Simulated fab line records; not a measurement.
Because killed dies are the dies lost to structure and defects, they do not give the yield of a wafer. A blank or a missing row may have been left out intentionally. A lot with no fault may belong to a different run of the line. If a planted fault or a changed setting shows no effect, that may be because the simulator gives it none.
Which tool is to blame? || flow sky130 || 11 lots (33 wafers sampled), 1 step of a 708-step route

WHAT THE GAUGES SHOWED, per wafer
SKY_LOCAL_INTERCONNECT_OVL_MEAS_12. Usual: LOCAL_INTERCONNECT_OVL gives 3 nm (standard deviation 6.8).
{"lot": "L885", "measured": "day 29 19:25", "on": "overlay-02", "LOCAL_INTERCONNECT_OVL (nm)": "4 8 4", "flag": ""}
{"lot": "L888", "measured": "day 32 13:14", "on": "overlay-02", "LOCAL_INTERCONNECT_OVL (nm)": "5 -5 -16", "flag": ""}
{"lot": "L891", "measured": "day 32 16:19", "on": "overlay-02", "LOCAL_INTERCONNECT_OVL (nm)": "3 2 3", "flag": ""}
{"lot": "L890", "measured": "day 32 19:23", "on": "overlay-01", "LOCAL_INTERCONNECT_OVL (nm)": "5 10 9", "flag": ""}
{"lot": "L896", "measured": "day 33 21:44", "on": "overlay-02", "LOCAL_INTERCONNECT_OVL (nm)": "4 4 2", "flag": ""}
{"lot": "L897", "measured": "day 34 04:05", "on": "overlay-01", "LOCAL_INTERCONNECT_OVL (nm)": "-5 -2 3", "flag": ""}
{"lot": "L898", "measured": "day 34 07:22", "on": "overlay-02", "LOCAL_INTERCONNECT_OVL (nm)": "2 -5 3", "flag": ""}
{"lot": "L899", "measured": "day 34 19:49", "on": "overlay-02", "LOCAL_INTERCONNECT_OVL (nm)": "-1 -2 -4", "flag": ""}
{"lot": "L901", "measured": "day 35 21:31", "on": "overlay-02", "LOCAL_INTERCONNECT_OVL (nm)": "5 -7 -6", "flag": ""}
{"lot": "L907", "measured": "day 37 09:55", "on": "overlay-02", "LOCAL_INTERCONNECT_OVL (nm)": "-3 6 4", "flag": ""}
{"lot": "L908", "measured": "day 37 14:43", "on": "overlay-01", "LOCAL_INTERCONNECT_OVL (nm)": "17 7 12", "flag": ""}

EACH LOT AND THE TOOL THAT RAN IT (in order: tool; ch and the chambers of the sampled wafers; start)
The record shows no process step preceding these readings.

AS READ BY THE TOOLS THEMSELVES (means over the sampled wafers that have a number; for cases with no such wafer, the mark the record gives instead)
The record holds no such reading with a usual standard deviation.

THE ANSWER, worked out from the rows above alone
Rule: take the mean of a lot's wafers that have a number; if it is more than 3 standard deviations from the usual mean, the lot is off. A lot without any number at a reading at which 4 lots or more have one is off too. Where the step has rows for the other lots, those lots are counted as sound. Order of review: gauges by route order, followed by the tools' own readings, for which a lot's mean as printed above is used. The first step at which some lot is off is used, and at that step the reading that is off furthest; a lot without a number counts as furthest.
Nothing can be told from this: no lot is off at any reading shown.

WHAT THE SIMULATOR HAD PUT IN
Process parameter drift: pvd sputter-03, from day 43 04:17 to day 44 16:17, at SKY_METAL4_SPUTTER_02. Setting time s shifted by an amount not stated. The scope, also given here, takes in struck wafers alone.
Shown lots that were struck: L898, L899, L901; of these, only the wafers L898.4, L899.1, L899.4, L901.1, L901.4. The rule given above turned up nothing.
